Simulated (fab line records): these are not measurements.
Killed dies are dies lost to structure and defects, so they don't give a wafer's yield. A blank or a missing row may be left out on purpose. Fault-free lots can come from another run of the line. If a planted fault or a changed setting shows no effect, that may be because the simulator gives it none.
Matching of chambers || flow sky130 || cmp-02 running SKY_VIA3_CMP_24: 4 sister chambers
The step polishes, stops on SiO2, t overpolish 20 s, target thk 0 nm. 8 wafers are shown with their chamber, then 7 later ones without.

## WAFERS PAIRED WITH THEIR CHAMBERS
{"wafer": "L122.4", "chamber": 1, "motor-current-A (A)": 11.5, "time-to-endpoint-s (s)": 94}
{"wafer": "L137.2", "chamber": 0, "motor-current-A (A)": 13.5, "time-to-endpoint-s (s)": 89}
{"wafer": "L137.6", "chamber": 3, "motor-current-A (A)": 10.7, "time-to-endpoint-s (s)": 92}
{"wafer": "L141.1", "chamber": 2, "motor-current-A (A)": 10.7, "time-to-endpoint-s (s)": 93}
{"wafer": "L141.3", "chamber": 0, "motor-current-A (A)": 12.5, "time-to-endpoint-s (s)": 84}
{"wafer": "L141.6", "chamber": 2, "motor-current-A (A)": 10.7, "time-to-endpoint-s (s)": 95}
{"wafer": "L142.2", "chamber": 1, "motor-current-A (A)": 11.0, "time-to-endpoint-s (s)": 96}
{"wafer": "L142.4", "chamber": 3, "motor-current-A (A)": 11.3, "time-to-endpoint-s (s)": 91}

## WAFERS WHOSE CHAMBER IS MISSING
{"wafer": "L142.6", "motor-current-A (A)": 11.2, "time-to-endpoint-s (s)": 94}
{"wafer": "L144.1", "motor-current-A (A)": 10.6, "time-to-endpoint-s (s)": 94}
{"wafer": "L144.5", "motor-current-A (A)": 10.5, "time-to-endpoint-s (s)": 91}
{"wafer": "L144.6", "motor-current-A (A)": 10.7, "time-to-endpoint-s (s)": 92}
{"wafer": "L145.4", "motor-current-A (A)": 10.6, "time-to-endpoint-s (s)": 96}
{"wafer": "L145.5", "motor-current-A (A)": 11.0, "time-to-endpoint-s (s)": 91}
{"wafer": "L145.6", "motor-current-A (A)": 10.7, "time-to-endpoint-s (s)": 99}

## WHICH CHAMBER EACH ONE RAN IN
{"wafer": "L142.6", "from the rows above": "can't be placed: 1 or 2 or 3", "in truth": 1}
{"wafer": "L144.1", "from the rows above": "can't be placed: 2 or 3 or 1", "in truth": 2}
{"wafer": "L144.5", "from the rows above": "can't be placed: 3 or 2 or 1", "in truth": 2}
{"wafer": "L144.6", "from the rows above": "can't be placed: 3 or 2 or 1", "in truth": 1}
{"wafer": "L145.4", "from the rows above": "can't be placed: 2 or 1 or 3", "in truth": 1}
{"wafer": "L145.5", "from the rows above": "can't be placed: 3 or 2 or 1", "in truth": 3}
{"wafer": "L145.6", "from the rows above": "can't be placed: 1 or 2 or 3", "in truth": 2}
Placed correctly: 0 of 7. These rows do not allow placing 7 (true chamber among the candidates in 7). Wrongly placed: 0.
How it was worked out, from the rows above alone: a wafer's distance from a chamber is the root of the sum, over the readings, of the square of ((its reading less the chamber's mean) divided by the reading's scatter). If the next closest chamber is less than 2 further off than the closest, the wafer can't be placed; otherwise it belongs to the closest. Each chamber's mean is taken over the wafers shown for it. How the scatter is found: for the shown wafers, subtract from each reading the mean of its chamber, square and add these, divide the total by (wafers less chambers), then take the root.
